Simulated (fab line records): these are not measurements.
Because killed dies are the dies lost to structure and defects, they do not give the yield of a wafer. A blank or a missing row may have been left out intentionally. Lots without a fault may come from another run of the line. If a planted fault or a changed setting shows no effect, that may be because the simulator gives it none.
What tool caused it? || flow sky130 || 72 wafers from 24 lots sampled at 6 of the route's 708 steps

## WHAT THE GAUGES SHOWED, per wafer
SKY_METAL2_CD_MEAS_15: the cd target is 140 nm. Usual: cd_nm 140.2 nm, standard deviation 1.7.
{"lot": "L074", "measured": "day 35 01:02", "on": "cd_sem-02", "cd_nm (nm)": "136.8 138.1 140.0", "flag": ""}
{"lot": "L075", "measured": "day 35 04:11", "on": "cd_sem-01", "cd_nm (nm)": "140.0 137.9 138.8", "flag": ""}
{"lot": "L076", "measured": "day 35 21:17", "on": "cd_sem-01", "cd_nm (nm)": "138.8 139.9 139.5", "flag": ""}
{"lot": "L077", "measured": "day 36 10:38", "on": "cd_sem-02", "cd_nm (nm)": "141.2 141.4 141.0", "flag": ""}
{"lot": "L079", "measured": "day 37 00:37", "on": "cd_sem-02", "cd_nm (nm)": "138.4 137.7 139.5", "flag": ""}
{"lot": "L078", "measured": "day 37 02:41", "on": "cd_sem-02", "cd_nm (nm)": "136.9 138.4 138.7", "flag": ""}
{"lot": "L080", "measured": "day 37 12:53", "on": "cd_sem-01", "cd_nm (nm)": "143.9 142.7 140.9", "flag": ""}
{"lot": "L081", "measured": "day 37 19:23", "on": "cd_sem-01", "cd_nm (nm)": "140.8 141.9 140.0", "flag": ""}
{"lot": "L082", "measured": "day 37 20:32", "on": "cd_sem-01", "cd_nm (nm)": "139.1 139.1 137.4", "flag": ""}
{"lot": "L083", "measured": "day 37 20:38", "on": "cd_sem-02", "cd_nm (nm)": "142.9 143.0 143.2", "flag": ""}
{"lot": "L084", "measured": "day 38 09:29", "on": "cd_sem-01", "cd_nm (nm)": "140.7 141.2 141.9", "flag": ""}
{"lot": "L085", "measured": "day 38 18:41", "on": "cd_sem-01", "cd_nm (nm)": "140.9 141.0 140.1", "flag": ""}
{"lot": "L086", "measured": "day 38 23:16", "on": "cd_sem-02", "cd_nm (nm)": "137.8 138.6 139.7", "flag": ""}
{"lot": "L087", "measured": "day 39 14:26", "on": "cd_sem-02", "cd_nm (nm)": "139.6 139.5 138.6", "flag": ""}
{"lot": "L088", "measured": "day 39 16:11", "on": "cd_sem-02", "cd_nm (nm)": "139.3 138.5 138.8", "flag": ""}
{"lot": "L089", "measured": "day 39 22:43", "on": "cd_sem-01", "cd_nm (nm)": "139.0 140.8 140.5", "flag": ""}
{"lot": "L090", "measured": "day 40 07:58", "on": "cd_sem-01", "cd_nm (nm)": "142.8 140.5 140.5", "flag": ""}
{"lot": "L092", "measured": "day 41 00:55", "on": "cd_sem-02", "cd_nm (nm)": "141.1 140.8 139.9", "flag": ""}
{"lot": "L091", "measured": "day 41 06:55", "on": "cd_sem-01", "cd_nm (nm)": "143.1 143.3 143.3", "flag": ""}
{"lot": "L093", "measured": "day 41 06:59", "on": "cd_sem-02", "cd_nm (nm)": "139.0 138.7 137.2", "flag": ""}
{"lot": "L094", "measured": "day 41 07:54", "on": "cd_sem-02", "cd_nm (nm)": "142.4 141.6 140.2", "flag": ""}
{"lot": "L095", "measured": "day 41 18:17", "on": "cd_sem-01", "cd_nm (nm)": "143.8 143.4 143.1", "flag": ""}
{"lot": "L096", "measured": "day 41 21:11", "on": "cd_sem-01", "cd_nm (nm)": "139.5 140.2 139.1", "flag": ""}
{"lot": "L097", "measured": "day 42 00:47", "on": "cd_sem-01", "cd_nm (nm)": "139.8 138.8 138.8", "flag": ""}

SKY_METAL3_CD_MEAS_13: the cd target is 300 nm. Usual: cd_nm 300.0 nm, standard deviation 1.4.
{"lot": "L074", "measured": "day 38 10:54", "on": "cd_sem-01", "cd_nm (nm)": "299.5 299.9 300.7", "flag": ""}
{"lot": "L075", "measured": "day 38 14:05", "on": "cd_sem-02", "cd_nm (nm)": "296.0 296.8 296.1", "flag": ""}
{"lot": "L076", "measured": "day 39 05:11", "on": "cd_sem-01", "cd_nm (nm)": "299.1 299.2 298.7", "flag": ""}
{"lot": "L077", "measured": "day 39 18:54", "on": "cd_sem-02", "cd_nm (nm)": "302.8 302.0 302.4", "flag": ""}
{"lot": "L079", "measured": "day 40 08:58", "on": "cd_sem-02", "cd_nm (nm)": "299.6 300.3 299.3", "flag": ""}
{"lot": "L078", "measured": "day 40 09:56", "on": "cd_sem-02", "cd_nm (nm)": "301.2 301.6 301.8", "flag": ""}
{"lot": "L080", "measured": "day 40 19:45", "on": "cd_sem-01", "cd_nm (nm)": "300.2 301.0 301.4", "flag": ""}
{"lot": "L081", "measured": "day 41 02:05", "on": "cd_sem-01", "cd_nm (nm)": "302.1 302.4 303.2", "flag": ""}
{"lot": "L082", "measured": "day 41 02:29", "on": "cd_sem-02", "cd_nm (nm)": "300.5 299.1 300.4", "flag": ""}
{"lot": "L083", "measured": "day 41 03:29", "on": "cd_sem-01", "cd_nm (nm)": "300.6 299.9 299.6", "flag": ""}
{"lot": "L084", "measured": "day 41 15:06", "on": "cd_sem-01", "cd_nm (nm)": "299.7 299.4 299.6", "flag": ""}
{"lot": "L085", "measured": "day 41 23:35", "on": "cd_sem-02", "cd_nm (nm)": "298.5 298.5 298.2", "flag": ""}
{"lot": "L086", "measured": "day 42 04:09", "on": "cd_sem-01", "cd_nm (nm)": "300.8 301.4 301.2", "flag": ""}
{"lot": "L087", "measured": "day 42 17:54", "on": "cd_sem-02", "cd_nm (nm)": "300.0 300.1 301.4", "flag": ""}
{"lot": "L088", "measured": "day 42 18:40", "on": "cd_sem-01", "cd_nm (nm)": "300.3 300.9 299.5", "flag": ""}
{"lot": "L089", "measured": "day 43 02:35", "on": "cd_sem-02", "cd_nm (nm)": "300.1 300.1 301.7", "flag": ""}
{"lot": "L090", "measured": "day 43 11:01", "on": "cd_sem-01", "cd_nm (nm)": "301.2 300.4 300.7", "flag": ""}
{"lot": "L092", "measured": "day 44 02:34", "on": "cd_sem-01", "cd_nm (nm)": "302.8 301.0 302.3", "flag": ""}
{"lot": "L091", "measured": "day 44 08:01", "on": "cd_sem-02", "cd_nm (nm)": "298.2 298.0 298.4", "flag": ""}
{"lot": "L093", "measured": "day 44 08:58", "on": "cd_sem-02", "cd_nm (nm)": "299.3 300.1 297.8", "flag": ""}
{"lot": "L094", "measured": "day 44 09:10", "on": "cd_sem-02", "cd_nm (nm)": "299.5 299.1 298.6", "flag": ""}
{"lot": "L095", "measured": "day 44 18:29", "on": "cd_sem-01", "cd_nm (nm)": "299.7 299.0 300.5", "flag": ""}
{"lot": "L096", "measured": "day 44 20:44", "on": "cd_sem-01", "cd_nm (nm)": "299.1 298.7 298.9", "flag": ""}
{"lot": "L097", "measured": "day 45 00:32", "on": "cd_sem-02", "cd_nm (nm)": "299.0 300.8 299.0", "flag": ""}

SKY_VIA4_THK_MEAS_01. Usual: VIA4_HDPCVD_THK typically reads 1747 nm, with standard deviation 18.
{"lot": "L074", "measured": "day 41 18:36", "on": "film_metro-01", "VIA4_HDPCVD_THK (nm)": "1718 1739 1734", "flag": ""}
{"lot": "L075", "measured": "day 41 21:46", "on": "film_metro-03", "VIA4_HDPCVD_THK (nm)": "1731 1709 1712", "flag": ""}
{"lot": "L076", "measured": "day 42 10:51", "on": "film_metro-02", "VIA4_HDPCVD_THK (nm)": "1733 1749 1755", "flag": ""}
{"lot": "L077", "measured": "day 43 00:26", "on": "film_metro-01", "VIA4_HDPCVD_THK (nm)": "1737 1731 1722", "flag": ""}
{"lot": "L079", "measured": "day 43 13:05", "on": "film_metro-03", "VIA4_HDPCVD_THK (nm)": "1742 1759 1766", "flag": ""}
{"lot": "L078", "measured": "day 43 14:25", "on": "film_metro-03", "VIA4_HDPCVD_THK (nm)": "1761 1757 1731", "flag": ""}
{"lot": "L080", "measured": "day 43 23:39", "on": "film_metro-03", "VIA4_HDPCVD_THK (nm)": "1749 1775 1730", "flag": ""}
{"lot": "L081", "measured": "day 44 06:03", "on": "film_metro-03", "VIA4_HDPCVD_THK (nm)": "1763 1748 1765", "flag": ""}
{"lot": "L082", "measured": "day 44 07:18", "on": "film_metro-02", "VIA4_HDPCVD_THK (nm)": "1766 1779 1777", "flag": ""}
{"lot": "L083", "measured": "day 44 08:17", "on": "film_metro-02", "VIA4_HDPCVD_THK (nm)": "1748 1753 1767", "flag": ""}
{"lot": "L084", "measured": "day 44 16:03", "on": "film_metro-02", "VIA4_HDPCVD_THK (nm)": "1775 1767 1724", "flag": ""}
{"lot": "L085", "measured": "day 45 00:27", "on": "film_metro-02", "VIA4_HDPCVD_THK (nm)": "1752 1768 1760", "flag": ""}
{"lot": "L086", "measured": "day 45 06:30", "on": "film_metro-03", "VIA4_HDPCVD_THK (nm)": "1753 1758 1732", "flag": ""}
{"lot": "L087", "measured": "day 45 17:16", "on": "film_metro-02", "VIA4_HDPCVD_THK (nm)": "1794 1795 1795", "flag": ""}
{"lot": "L088", "measured": "day 45 19:15", "on": "film_metro-01", "VIA4_HDPCVD_THK (nm)": "1740 1730 1754", "flag": ""}
{"lot": "L089", "measured": "day 46 02:34", "on": "film_metro-03", "VIA4_HDPCVD_THK (nm)": "1709 1733 1729", "flag": ""}
{"lot": "L090", "measured": "day 46 09:31", "on": "film_metro-02", "VIA4_HDPCVD_THK (nm)": "1777 1754 1751", "flag": ""}
{"lot": "L092", "measured": "day 46 22:58", "on": "film_metro-03", "VIA4_HDPCVD_THK (nm)": "1714 1728 1753", "flag": ""}
{"lot": "L091", "measured": "day 47 03:10", "on": "film_metro-03", "VIA4_HDPCVD_THK (nm)": "1753 1740 1758", "flag": ""}
{"lot": "L093", "measured": "day 47 05:36", "on": "film_metro-01", "VIA4_HDPCVD_THK (nm)": "1732 1736 1756", "flag": ""}
{"lot": "L094", "measured": "day 47 06:19", "on": "film_metro-03", "VIA4_HDPCVD_THK (nm)": "1734 1729 1730", "flag": ""}
{"lot": "L095", "measured": "day 47 12:49", "on": "film_metro-01", "VIA4_HDPCVD_THK (nm)": "1745 1713 1745", "flag": ""}
{"lot": "L096", "measured": "day 47 17:10", "on": "film_metro-03", "VIA4_HDPCVD_THK (nm)": "1762 1725 1740", "flag": ""}
{"lot": "L097", "measured": "day 47 19:56", "on": "film_metro-02", "VIA4_HDPCVD_THK (nm)": "1765 1766 1741", "flag": ""}

## WHAT TOOL EACH LOT RAN ON (gives the tool, then ch and the chambers of the sampled wafers, and finally the start)
{"lot": "L074", "SKY_METAL2_DESCUM_17": "rie_metal-02 ch 0,1, day 35 01:11", "SKY_METAL3_SPUTTER_03": "pvd_sputter-01, day 36 06:41", "SKY_METAL4_SPUTTER_04": "pvd_sputter-03, day 39 15:06"}
{"lot": "L075", "SKY_METAL2_DESCUM_17": "rie_metal-02 ch 0,1, day 35 04:20", "SKY_METAL3_SPUTTER_03": "pvd_sputter-02, day 36 09:24", "SKY_METAL4_SPUTTER_04": "pvd_sputter-02, day 39 18:44"}
{"lot": "L076", "SKY_METAL2_DESCUM_17": "rie_metal-03 ch 0,1, day 35 21:26", "SKY_METAL3_SPUTTER_03": "pvd_sputter-04, day 37 01:57", "SKY_METAL4_SPUTTER_04": "pvd_sputter-04, day 40 09:27"}
{"lot": "L077", "SKY_METAL2_DESCUM_17": "rie_metal-01 ch 0,1, day 36 10:47", "SKY_METAL3_SPUTTER_03": "pvd_sputter-01, day 37 15:12", "SKY_METAL4_SPUTTER_04": "pvd_sputter-03, day 40 22:44"}
{"lot": "L079", "SKY_METAL2_DESCUM_17": "rie_metal-03 ch 1, day 37 00:45", "SKY_METAL3_SPUTTER_03": "pvd_sputter-04, day 38 05:34", "SKY_METAL4_SPUTTER_04": "pvd_sputter-03, day 41 12:28"}
{"lot": "L078", "SKY_METAL2_DESCUM_17": "rie_metal-02 ch 1, day 37 02:49", "SKY_METAL3_SPUTTER_03": "pvd_sputter-01, day 38 07:54", "SKY_METAL4_SPUTTER_04": "pvd_sputter-03, day 41 13:57"}
{"lot": "L080", "SKY_METAL2_DESCUM_17": "rie_metal-01 ch 0, day 37 13:02", "SKY_METAL3_SPUTTER_03": "pvd_sputter-04, day 38 17:21", "SKY_METAL4_SPUTTER_04": "pvd_sputter-02, day 41 23:16"}
{"lot": "L081", "SKY_METAL2_DESCUM_17": "rie_metal-02 ch 0,1, day 37 19:30", "SKY_METAL3_SPUTTER_03": "pvd_sputter-01, day 38 23:18", "SKY_METAL4_SPUTTER_04": "pvd_sputter-02, day 42 07:50"}
{"lot": "L082", "SKY_METAL2_DESCUM_17": "rie_metal-03 ch 0,1, day 37 20:41", "SKY_METAL3_SPUTTER_03": "pvd_sputter-01, day 39 01:23", "SKY_METAL4_SPUTTER_04": "pvd_sputter-04, day 42 08:08"}
{"lot": "L083", "SKY_METAL2_DESCUM_17": "rie_metal-01 ch 0,1, day 37 20:47", "SKY_METAL3_SPUTTER_03": "pvd_sputter-02, day 39 01:41", "SKY_METAL4_SPUTTER_04": "pvd_sputter-02, day 42 09:05"}
{"lot": "L084", "SKY_METAL2_DESCUM_17": "rie_metal-01 ch 0,1, day 38 09:38", "SKY_METAL3_SPUTTER_03": "pvd_sputter-02, day 39 13:53", "SKY_METAL4_SPUTTER_04": "pvd_sputter-04, day 42 17:49"}
{"lot": "L085", "SKY_METAL2_DESCUM_17": "rie_metal-01 ch 0,1, day 38 18:50", "SKY_METAL3_SPUTTER_03": "pvd_sputter-02, day 39 23:01", "SKY_METAL4_SPUTTER_04": "pvd_sputter-02, day 43 02:19"}
{"lot": "L086", "SKY_METAL2_DESCUM_17": "rie_metal-02 ch 0,1, day 38 23:25", "SKY_METAL3_SPUTTER_03": "pvd_sputter-04, day 40 03:04", "SKY_METAL4_SPUTTER_04": "pvd_sputter-02, day 43 08:13"}
{"lot": "L087", "SKY_METAL2_DESCUM_17": "rie_metal-02 ch 0,1, day 39 14:35", "SKY_METAL3_SPUTTER_03": "pvd_sputter-01, day 40 18:20", "SKY_METAL4_SPUTTER_04": "pvd_sputter-03, day 43 20:20"}
{"lot": "L088", "SKY_METAL2_DESCUM_17": "rie_metal-03 ch 0,1, day 39 16:19", "SKY_METAL3_SPUTTER_03": "pvd_sputter-04, day 40 19:47", "SKY_METAL4_SPUTTER_04": "pvd_sputter-02, day 43 21:08"}
{"lot": "L089", "SKY_METAL2_DESCUM_17": "rie_metal-03 ch 0,1, day 39 22:51", "SKY_METAL3_SPUTTER_03": "pvd_sputter-02, day 41 02:35", "SKY_METAL4_SPUTTER_04": "pvd_sputter-04, day 44 04:26"}
{"lot": "L090", "SKY_METAL2_DESCUM_17": "rie_metal-01 ch 0,1, day 40 08:05", "SKY_METAL3_SPUTTER_03": "pvd_sputter-04, day 41 10:59", "SKY_METAL4_SPUTTER_04": "pvd_sputter-03, day 44 12:35"}
{"lot": "L092", "SKY_METAL2_DESCUM_17": "rie_metal-03 ch 0,1, day 41 01:02", "SKY_METAL3_SPUTTER_03": "pvd_sputter-01, day 42 03:53", "SKY_METAL4_SPUTTER_04": "pvd_sputter-02, day 45 03:43"}
{"lot": "L091", "SKY_METAL2_DESCUM_17": "rie_metal-01 ch 0,1, day 41 07:02", "SKY_METAL3_SPUTTER_03": "pvd_sputter-02, day 42 09:58", "SKY_METAL4_SPUTTER_04": "pvd_sputter-02, day 45 08:53"}
{"lot": "L093", "SKY_METAL2_DESCUM_17": "rie_metal-03 ch 0, day 41 07:07", "SKY_METAL3_SPUTTER_03": "pvd_sputter-01, day 42 10:16", "SKY_METAL4_SPUTTER_04": "pvd_sputter-04, day 45 10:26"}
{"lot": "L094", "SKY_METAL2_DESCUM_17": "rie_metal-02 ch 0, day 41 08:02", "SKY_METAL3_SPUTTER_03": "pvd_sputter-02, day 42 10:34", "SKY_METAL4_SPUTTER_04": "pvd_sputter-03, day 45 10:49"}
{"lot": "L095", "SKY_METAL2_DESCUM_17": "rie_metal-02 ch 0,1, day 41 18:26", "SKY_METAL3_SPUTTER_03": "pvd_sputter-01, day 42 20:04", "SKY_METAL4_SPUTTER_04": "pvd_sputter-03, day 45 19:20"}
{"lot": "L096", "SKY_METAL2_DESCUM_17": "rie_metal-03 ch 0, day 41 21:20", "SKY_METAL3_SPUTTER_03": "pvd_sputter-02, day 42 22:37", "SKY_METAL4_SPUTTER_04": "pvd_sputter-04, day 45 21:47"}
{"lot": "L097", "SKY_METAL2_DESCUM_17": "rie_metal-01 ch 0, day 42 00:56", "SKY_METAL3_SPUTTER_03": "pvd_sputter-04, day 43 03:04", "SKY_METAL4_SPUTTER_04": "pvd_sputter-02, day 46 01:12"}
- SKY_METAL2_DESCUM_17: chemistry O2, time 8 s.
- SKY_METAL3_SPUTTER_03: material Ti, target thk 5 nm, time 3.3 s.
- SKY_METAL4_SPUTTER_04: material TiN, target thk 70 nm, time 58.3 s.

## AS READ BY THE TOOLS THEMSELVES (means over the sampled wafers that have a number; for cases with no such wafer, the mark the record gives instead)
SKY_METAL2_DESCUM_17. Usual: drypump_motor_current_A 5.6 A, standard deviation 0.48; oes_product_au 0.997 a.u., standard deviation 0.009; rf_fwd_power_W 147.0 W, standard deviation 0.7.
{"lot": "L074", "tool": "rie_metal-02", "drypump_motor_current_A (A)": 5.2, "oes_product_au (a.u.)": 0.999, "rf_fwd_power_W (W)": 147.1, "flag": ""}
{"lot": "L075", "tool": "rie_metal-02", "drypump_motor_current_A (A)": 5.1, "oes_product_au (a.u.)": 0.998, "rf_fwd_power_W (W)": 146.5, "flag": ""}
{"lot": "L076", "tool": "rie_metal-03", "drypump_motor_current_A (A)": 5.9, "oes_product_au (a.u.)": 0.999, "rf_fwd_power_W (W)": 146.7, "flag": ""}
{"lot": "L077", "tool": "rie_metal-01", "drypump_motor_current_A (A)": 5.7, "oes_product_au (a.u.)": 0.994, "rf_fwd_power_W (W)": 148.2, "flag": ""}
{"lot": "L079", "tool": "rie_metal-03", "drypump_motor_current_A (A)": 6.5, "oes_product_au (a.u.)": 0.993, "rf_fwd_power_W (W)": 146.7, "flag": ""}
{"lot": "L078", "tool": "rie_metal-02", "drypump_motor_current_A (A)": 5.0, "oes_product_au (a.u.)": 0.993, "rf_fwd_power_W (W)": 146.5, "flag": ""}
{"lot": "L080", "tool": "rie_metal-01", "drypump_motor_current_A (A)": 5.3, "oes_product_au (a.u.)": 0.991, "rf_fwd_power_W (W)": 147.8, "flag": ""}
{"lot": "L081", "tool": "rie_metal-02", "drypump_motor_current_A (A)": 5.2, "oes_product_au (a.u.)": 1.005, "rf_fwd_power_W (W)": 146.4, "flag": ""}
{"lot": "L082", "tool": "rie_metal-03", "drypump_motor_current_A (A)": 5.9, "oes_product_au (a.u.)": 1.002, "rf_fwd_power_W (W)": 146.9, "flag": ""}
{"lot": "L083", "tool": "rie_metal-01", "drypump_motor_current_A (A)": 5.7, "oes_product_au (a.u.)": 0.993, "rf_fwd_power_W (W)": 147.5, "flag": ""}
{"lot": "L084", "tool": "rie_metal-01", "drypump_motor_current_A (A)": 5.7, "oes_product_au (a.u.)": 0.995, "rf_fwd_power_W (W)": 147.6, "flag": ""}
{"lot": "L085", "tool": "rie_metal-01", "drypump_motor_current_A (A)": 5.7, "oes_product_au (a.u.)": 0.997, "rf_fwd_power_W (W)": 147.5, "flag": ""}
{"lot": "L086", "tool": "rie_metal-02", "drypump_motor_current_A (A)": 5.2, "oes_product_au (a.u.)": 1.010, "rf_fwd_power_W (W)": 147.0, "flag": ""}
{"lot": "L087", "tool": "rie_metal-02", "drypump_motor_current_A (A)": 5.2, "oes_product_au (a.u.)": 0.996, "rf_fwd_power_W (W)": 146.5, "flag": ""}
{"lot": "L088", "tool": "rie_metal-03", "drypump_motor_current_A (A)": 6.1, "oes_product_au (a.u.)": 0.995, "rf_fwd_power_W (W)": 146.7, "flag": ""}
{"lot": "L089", "tool": "rie_metal-03", "drypump_motor_current_A (A)": 6.1, "oes_product_au (a.u.)": 0.995, "rf_fwd_power_W (W)": 146.7, "flag": ""}
{"lot": "L090", "tool": "rie_metal-01", "drypump_motor_current_A (A)": 5.7, "oes_product_au (a.u.)": 0.996, "rf_fwd_power_W (W)": 147.2, "flag": ""}
{"lot": "L092", "tool": "rie_metal-03", "drypump_motor_current_A (A)": 5.9, "oes_product_au (a.u.)": 0.988, "rf_fwd_power_W (W)": 146.4, "flag": ""}
{"lot": "L091", "tool": "rie_metal-01", "drypump_motor_current_A (A)": 5.7, "oes_product_au (a.u.)": 1.006, "rf_fwd_power_W (W)": 146.8, "flag": ""}
{"lot": "L093", "tool": "rie_metal-03", "drypump_motor_current_A (A)": 5.6, "oes_product_au (a.u.)": 1.005, "rf_fwd_power_W (W)": 146.6, "flag": ""}
{"lot": "L094", "tool": "rie_metal-02", "drypump_motor_current_A (A)": 5.3, "oes_product_au (a.u.)": 1.010, "rf_fwd_power_W (W)": 147.5, "flag": ""}
{"lot": "L095", "tool": "rie_metal-02", "drypump_motor_current_A (A)": 5.1, "oes_product_au (a.u.)": 1.001, "rf_fwd_power_W (W)": 146.4, "flag": ""}
{"lot": "L096", "tool": "rie_metal-03", "drypump_motor_current_A (A)": 5.6, "oes_product_au (a.u.)": 1.011, "rf_fwd_power_W (W)": 146.1, "flag": ""}
{"lot": "L097", "tool": "rie_metal-01", "drypump_motor_current_A (A)": 5.4, "oes_product_au (a.u.)": 0.984, "rf_fwd_power_W (W)": 147.7, "flag": ""}

SKY_METAL3_SPUTTER_03. Usual: throttle_valve_pct 30.0 %, standard deviation 0.85.
{"lot": "L074", "tool": "pvd_sputter-01", "throttle_valve_pct (%)": 30.5, "flag": ""}
{"lot": "L075", "tool": "pvd_sputter-02", "throttle_valve_pct (%)": 29.0, "flag": ""}
{"lot": "L076", "tool": "pvd_sputter-04", "throttle_valve_pct (%)": 31.0, "flag": ""}
{"lot": "L077", "tool": "pvd_sputter-01", "throttle_valve_pct (%)": 29.8, "flag": ""}
{"lot": "L079", "tool": "pvd_sputter-04", "throttle_valve_pct (%)": 31.1, "flag": ""}
{"lot": "L078", "tool": "pvd_sputter-01", "throttle_valve_pct (%)": 30.4, "flag": ""}
{"lot": "L080", "tool": "pvd_sputter-04", "throttle_valve_pct (%)": 31.1, "flag": ""}
{"lot": "L081", "tool": "pvd_sputter-01", "throttle_valve_pct (%)": 30.2, "flag": ""}
{"lot": "L082", "tool": "pvd_sputter-01", "throttle_valve_pct (%)": 30.0, "flag": ""}
{"lot": "L083", "tool": "pvd_sputter-02", "throttle_valve_pct (%)": 29.1, "flag": ""}
{"lot": "L084", "tool": "pvd_sputter-02", "throttle_valve_pct (%)": 29.2, "flag": ""}
{"lot": "L085", "tool": "pvd_sputter-02", "throttle_valve_pct (%)": 29.0, "flag": ""}
{"lot": "L086", "tool": "pvd_sputter-04", "throttle_valve_pct (%)": 30.7, "flag": ""}
{"lot": "L087", "tool": "pvd_sputter-01", "throttle_valve_pct (%)": 30.5, "flag": ""}
{"lot": "L088", "tool": "pvd_sputter-04", "throttle_valve_pct (%)": 30.6, "flag": ""}
{"lot": "L089", "tool": "pvd_sputter-02", "throttle_valve_pct (%)": 29.0, "flag": ""}
{"lot": "L090", "tool": "pvd_sputter-04", "throttle_valve_pct (%)": 30.5, "flag": ""}
{"lot": "L092", "tool": "pvd_sputter-01", "throttle_valve_pct (%)": 30.3, "flag": ""}
{"lot": "L091", "tool": "pvd_sputter-02", "throttle_valve_pct (%)": 28.8, "flag": ""}
{"lot": "L093", "tool": "pvd_sputter-01", "throttle_valve_pct (%)": 30.0, "flag": ""}
{"lot": "L094", "tool": "pvd_sputter-02", "throttle_valve_pct (%)": 29.0, "flag": ""}
{"lot": "L095", "tool": "pvd_sputter-01", "throttle_valve_pct (%)": 30.3, "flag": ""}
{"lot": "L096", "tool": "pvd_sputter-02", "throttle_valve_pct (%)": 29.0, "flag": ""}
{"lot": "L097", "tool": "pvd_sputter-04", "throttle_valve_pct (%)": 30.8, "flag": ""}

SKY_METAL4_SPUTTER_04. Usual: throttle_valve_pct 29.8 %, standard deviation 0.83.
{"lot": "L074", "tool": "pvd_sputter-03", "throttle_valve_pct (%)": 29.9, "flag": ""}
{"lot": "L075", "tool": "pvd_sputter-02", "throttle_valve_pct (%)": 29.1, "flag": ""}
{"lot": "L076", "tool": "pvd_sputter-04", "throttle_valve_pct (%)": 30.5, "flag": ""}
{"lot": "L077", "tool": "pvd_sputter-03", "throttle_valve_pct (%)": 30.5, "flag": ""}
{"lot": "L079", "tool": "pvd_sputter-03", "throttle_valve_pct (%)": 30.2, "flag": ""}
{"lot": "L078", "tool": "pvd_sputter-03", "throttle_valve_pct (%)": 30.0, "flag": ""}
{"lot": "L080", "tool": "pvd_sputter-02", "throttle_valve_pct (%)": 29.0, "flag": ""}
{"lot": "L081", "tool": "pvd_sputter-02", "throttle_valve_pct (%)": 29.1, "flag": ""}
{"lot": "L082", "tool": "pvd_sputter-04", "throttle_valve_pct (%)": 30.5, "flag": ""}
{"lot": "L083", "tool": "pvd_sputter-02", "throttle_valve_pct (%)": 29.1, "flag": ""}
{"lot": "L084", "tool": "pvd_sputter-04", "throttle_valve_pct (%)": 30.4, "flag": ""}
{"lot": "L085", "tool": "pvd_sputter-02", "throttle_valve_pct (%)": 29.2, "flag": ""}
{"lot": "L086", "tool": "pvd_sputter-02", "throttle_valve_pct (%)": 29.2, "flag": ""}
{"lot": "L087", "tool": "pvd_sputter-03", "throttle_valve_pct (%)": 30.0, "flag": ""}
{"lot": "L088", "tool": "pvd_sputter-02", "throttle_valve_pct (%)": 29.1, "flag": ""}
{"lot": "L089", "tool": "pvd_sputter-04", "throttle_valve_pct (%)": 30.2, "flag": ""}
{"lot": "L090", "tool": "pvd_sputter-03", "throttle_valve_pct (%)": 30.2, "flag": ""}
{"lot": "L092", "tool": "pvd_sputter-02", "throttle_valve_pct (%)": 28.9, "flag": ""}
{"lot": "L091", "tool": "pvd_sputter-02", "throttle_valve_pct (%)": 29.1, "flag": ""}
{"lot": "L093", "tool": "pvd_sputter-04", "throttle_valve_pct (%)": 30.7, "flag": ""}
{"lot": "L094", "tool": "pvd_sputter-03", "throttle_valve_pct (%)": 30.5, "flag": ""}
{"lot": "L095", "tool": "pvd_sputter-03", "throttle_valve_pct (%)": 30.1, "flag": ""}
{"lot": "L096", "tool": "pvd_sputter-04", "throttle_valve_pct (%)": 31.2, "flag": ""}
{"lot": "L097", "tool": "pvd_sputter-02", "throttle_valve_pct (%)": 29.0, "flag": ""}

## THE ANSWER, worked out from the rows above alone
Rule: a lot is off if the mean of its wafers that have a number lies more than 3 standard deviations from the usual mean. A lot without any number at a reading at which 4 lots or more have one is off too. Any other lot the step has rows for is counted as sound. First the gauges in route order, then the tools' own readings, where a lot's mean is used as printed above. At the first step where some lot is off, the reading lying furthest off is the one used; lots without a number count as furthest.
None of the lots is off at any reading shown; this tells nothing.

## WHAT THE SIMULATOR PUT IN
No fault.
